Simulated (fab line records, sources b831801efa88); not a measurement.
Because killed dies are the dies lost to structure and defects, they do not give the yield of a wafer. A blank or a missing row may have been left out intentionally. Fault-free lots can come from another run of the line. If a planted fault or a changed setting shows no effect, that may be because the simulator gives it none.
Split-lot experiment / flow gf180mcu / 23 wafers read from 5 lots, route of 602 steps

== ON THE SPLIT ==
At GF_VT_IMPLANT_IMPLANT_08, the setting energy-kev was moved away from the recipe's 20 on 8 of the 23 wafers read, by +4.1% to +8.7%. This setting was run at the recipe's value on the other wafers.

== SPLIT TO READING: what lies between them in the file, 1 step ==
- GF_VT_IMPLANT_STRIP_09: strips in O2/N2

== THE READING ==
VT_IMPLANT_TW, at GF_VT_IMPLANT_TW_MEAS_10. A value of 561 with a standard deviation of 5.2 is what fault-free wafers of this fab line usually give.

wafer=L074.1; tool, chamber at the split=implanter-02, 0; energy-kev as run=20; against the recipe=recipe; VT_IMPLANT_TW=554; against lot-mates on the recipe=-
wafer=L074.4; tool, chamber at the split=implanter-02, 0; energy-kev as run=20; against the recipe=recipe; VT_IMPLANT_TW=553; against lot-mates on the recipe=-
wafer=L074.6; tool, chamber at the split=implanter-02, 0; energy-kev as run=20; against the recipe=recipe; VT_IMPLANT_TW=553; against lot-mates on the recipe=-
wafer=L078.1; tool, chamber at the split=implanter-02, 0; energy-kev as run=20; against the recipe=recipe; VT_IMPLANT_TW=571; against lot-mates on the recipe=-
wafer=L078.2; tool, chamber at the split=implanter-02, 0; energy-kev as run=21.73; against the recipe=+8.7%; VT_IMPLANT_TW=587; against lot-mates on the recipe=+14
wafer=L078.3; tool, chamber at the split=implanter-02, 0; energy-kev as run=20; against the recipe=recipe; VT_IMPLANT_TW=573; against lot-mates on the recipe=-
wafer=L078.4; tool, chamber at the split=implanter-02, 0; energy-kev as run=21.73; against the recipe=+8.7%; VT_IMPLANT_TW=588; against lot-mates on the recipe=+15
wafer=L078.6; tool, chamber at the split=implanter-02, 0; energy-kev as run=20; against the recipe=recipe; VT_IMPLANT_TW=575; against lot-mates on the recipe=-
wafer=L079.1; tool, chamber at the split=implanter-02, 0; energy-kev as run=20; against the recipe=recipe; VT_IMPLANT_TW=561; against lot-mates on the recipe=-
wafer=L079.2; tool, chamber at the split=implanter-02, 0; energy-kev as run=20; against the recipe=recipe; VT_IMPLANT_TW=559; against lot-mates on the recipe=-
wafer=L079.3; tool, chamber at the split=implanter-02, 0; energy-kev as run=21.15; against the recipe=+5.7%; VT_IMPLANT_TW=568; against lot-mates on the recipe=+8
wafer=L079.5; tool, chamber at the split=implanter-02, 0; energy-kev as run=21.15; against the recipe=+5.7%; VT_IMPLANT_TW=566; against lot-mates on the recipe=+6
wafer=L079.6; tool, chamber at the split=implanter-02, 0; energy-kev as run=20; against the recipe=recipe; VT_IMPLANT_TW=560; against lot-mates on the recipe=-
wafer=L082.1; tool, chamber at the split=implanter-02, 0; energy-kev as run=20.82; against the recipe=+4.1%; VT_IMPLANT_TW=565; against lot-mates on the recipe=+7
wafer=L082.3; tool, chamber at the split=implanter-02, 0; energy-kev as run=20.82; against the recipe=+4.1%; VT_IMPLANT_TW=567; against lot-mates on the recipe=+9
wafer=L082.4; tool, chamber at the split=implanter-02, 0; energy-kev as run=20; against the recipe=recipe; VT_IMPLANT_TW=559; against lot-mates on the recipe=-
wafer=L082.5; tool, chamber at the split=implanter-02, 0; energy-kev as run=20; against the recipe=recipe; VT_IMPLANT_TW=558; against lot-mates on the recipe=-
wafer=L082.6; tool, chamber at the split=implanter-02, 0; energy-kev as run=20; against the recipe=recipe; VT_IMPLANT_TW=556; against lot-mates on the recipe=-
wafer=L085.1; tool, chamber at the split=implanter-03, 0; energy-kev as run=20; against the recipe=recipe; VT_IMPLANT_TW=559; against lot-mates on the recipe=-
wafer=L085.2; tool, chamber at the split=implanter-03, 0; energy-kev as run=20.87; against the recipe=+4.4%; VT_IMPLANT_TW=565; against lot-mates on the recipe=+6
wafer=L085.4; tool, chamber at the split=implanter-03, 0; energy-kev as run=20.87; against the recipe=+4.4%; VT_IMPLANT_TW=567; against lot-mates on the recipe=+8
wafer=L085.5; tool, chamber at the split=implanter-03, 0; energy-kev as run=20; against the recipe=recipe; VT_IMPLANT_TW=561; against lot-mates on the recipe=-
wafer=L085.6; tool, chamber at the split=implanter-03, 0; energy-kev as run=20; against the recipe=recipe; VT_IMPLANT_TW=556; against lot-mates on the recipe=-

FIT RESULTS
A straight line over all 23 wafers: VT_IMPLANT_TW changes by +2.33 for each +1% of energy-kev; r = +0.73; the points scatter about the line by 6.7.
The same after taking each lot's own level away (the mean of its wafers on the recipe; 23 wafers): +1.61 for each +1%; r = +0.95; scatter 1.6.
Per that fit: largest energy-kev move, reading shift of 14.
The span of the lots' own levels, 553.3 to 573.0, comes to 3.8 times the standard deviation stated above.
So the lot-to-lot level blurs the effect unless lot-mates are compared.
Check: for one of the wafers moved furthest among these (+8.7%), held out of the fit, the line's prediction against its lot-mates is +13.9. Against them it came out at +14.

== OTHER SPLITS APPLIED TO THESE WAFERS ==
Note: prior to the reading, these wafers also went through further splits. Each is held against what the fit with the lots' levels taken away leaves over:
other split on the same wafers=GF_STI_ETCH_13 over-etch-frac; wafers away from the commonest value=4; r with VT_IMPLANT_TW (lot level and that fit taken away)=-0.02
other split on the same wafers=GF_DNWELL_STRIP_08 platen-temp-c; wafers away from the commonest value=8; r with VT_IMPLANT_TW (lot level and that fit taken away)=+0.41
other split on the same wafers=GF_NWELL_SOFTBAKE_03 temp-c; wafers away from the commonest value=7; r with VT_IMPLANT_TW (lot level and that fit taken away)=-0.42
other split on the same wafers=GF_NWELL_IMPLANT_09 energy-kev; wafers away from the commonest value=5; r with VT_IMPLANT_TW (lot level and that fit taken away)=-0.08
other split on the same wafers=GF_MVSD_COAT_02 spin-rpm; wafers away from the commonest value=9; r with VT_IMPLANT_TW (lot level and that fit taken away)=+0.07
other split on the same wafers=GF_VT_IMPLANT_SOFTBAKE_03 temp-c; wafers away from the commonest value=9; r with VT_IMPLANT_TW (lot level and that fit taken away)=-0.22

== THE FILE'S OWN FIT ==
VT_IMPLANT_TW changes by +1.62 for each +1% of energy-kev, r = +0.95.
